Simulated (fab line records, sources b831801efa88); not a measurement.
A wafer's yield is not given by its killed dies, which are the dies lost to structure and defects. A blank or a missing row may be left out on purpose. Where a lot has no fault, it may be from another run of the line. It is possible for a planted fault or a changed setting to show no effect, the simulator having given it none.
A lot that was struck, set against a sound lot -- flow gf180mcu -- 14 out of 602 route steps
Sound: the wafers L196.1, L196.3, L196.5. Struck: wafers L200.1, L200.2, L200.5. The cause is given at the end.
Each step with rows lists, per side, the tool, then ch with its chambers, then its first start. Under that, the readings that differ: sound wafers -- struck wafers -- difference of the means -- sigmas: that difference in standard deviations of wafers without a fault.
alike: readings whose means differ by less than 2 such deviations, and words and numbers that are the same on both sides. not compared: withheld readings, readings that some wafer has no value for, bounds like >300 that may hide the same value, and numbers for which the record gives no deviation and whose values overlap.
A row with sigmas, a row that says differs or no value, or rows on one side alone: a step with any of these is where the two part. Numbers that don't overlap but have no deviation are shown without sigmas and don't part them. Lack of a reading on every wafer of one side parts them only where that side has two or more wafers.

first, 2 steps without rows for these wafers: GF_MIM_PEB_17; GF_MIM_DEVELOP_18 (develop time 60 s).
GF_MIM_METAL_ETCH_19: etches the open film in Cl2/BCl3, stops on Si3N4, target depth 324.5 nm, time 54.1 s.
  sound on rie_metal-02 ch 0,1, day 25 08:38; struck on rie_metal-03 ch 0,1, day 26 19:38
  alike: drypump_motor_current_A, mfc_cl2_sccm, oes_product_au, throttle_valve_pct
  not compared: rf_hours_counter_h
GF_MIM_STRIP_20: strips in O2/N2.
  sound on plasma_asher-01 ch 0, day 25 08:42; struck on plasma_asher-01 ch 0,1, day 26 19:42
  alike: drypump_motor_current_A, heater_power_w, oes_product_au, platen_temp_c, strip_time_to_endpoint_s
  not compared: rf_hours_counter_h
then, 8 steps without rows for these wafers: GF_MIM_STRIP_21 (strips in post etch residue remover, time 1200 s); GF_MIM_CLEAN_22 (cleans in DIW); GF_M5_DEHYDRATE_00 (time 60 s); GF_M5_HMDS_01 (prime time 60 s); GF_M5_COAT_02 (resist thk 1000 nm); GF_M5_SOFTBAKE_03 (time 60 s); GF_M5_EXPOSE_04 (exposes mask Metal5, target cd 280 nm); GF_M5_PEB_05 (peb time 90 s).
GF_M5_DEVELOP_06: develop time 60 s.
  struck on litho_track-03, day 27 15:56; sound on litho_track-02 ch 0, day 26 06:02
  no value came back on the struck wafers for chill_plate_temp_C (C), develop_time_s (s); on the sound wafers chill_plate_temp_C (C) reads 23.02 23.10 22.93
reading,sound,struck,difference,sigmas
model.KrF_of_M5_COAT_02.thk_nm (nm),985.8 987.9 985.8,998.8 999.7 999.7,+12.9,
GF_M5_CD_MEAS_07: the cd target is 280 nm.
  struck on cd_sem-02, day 27 16:05; sound on cd_sem-02, day 26 06:11
reading,sound,struck,difference,sigmas
cd_nm (nm),277.9 278.4 279.3,- - -,no value on the struck wafers,

WHERE THEY PART
At GF_M5_DEVELOP_06 first; at GF_M5_CD_MEAS_07 last (within this record only).

WHY: the cause the simulator had injected
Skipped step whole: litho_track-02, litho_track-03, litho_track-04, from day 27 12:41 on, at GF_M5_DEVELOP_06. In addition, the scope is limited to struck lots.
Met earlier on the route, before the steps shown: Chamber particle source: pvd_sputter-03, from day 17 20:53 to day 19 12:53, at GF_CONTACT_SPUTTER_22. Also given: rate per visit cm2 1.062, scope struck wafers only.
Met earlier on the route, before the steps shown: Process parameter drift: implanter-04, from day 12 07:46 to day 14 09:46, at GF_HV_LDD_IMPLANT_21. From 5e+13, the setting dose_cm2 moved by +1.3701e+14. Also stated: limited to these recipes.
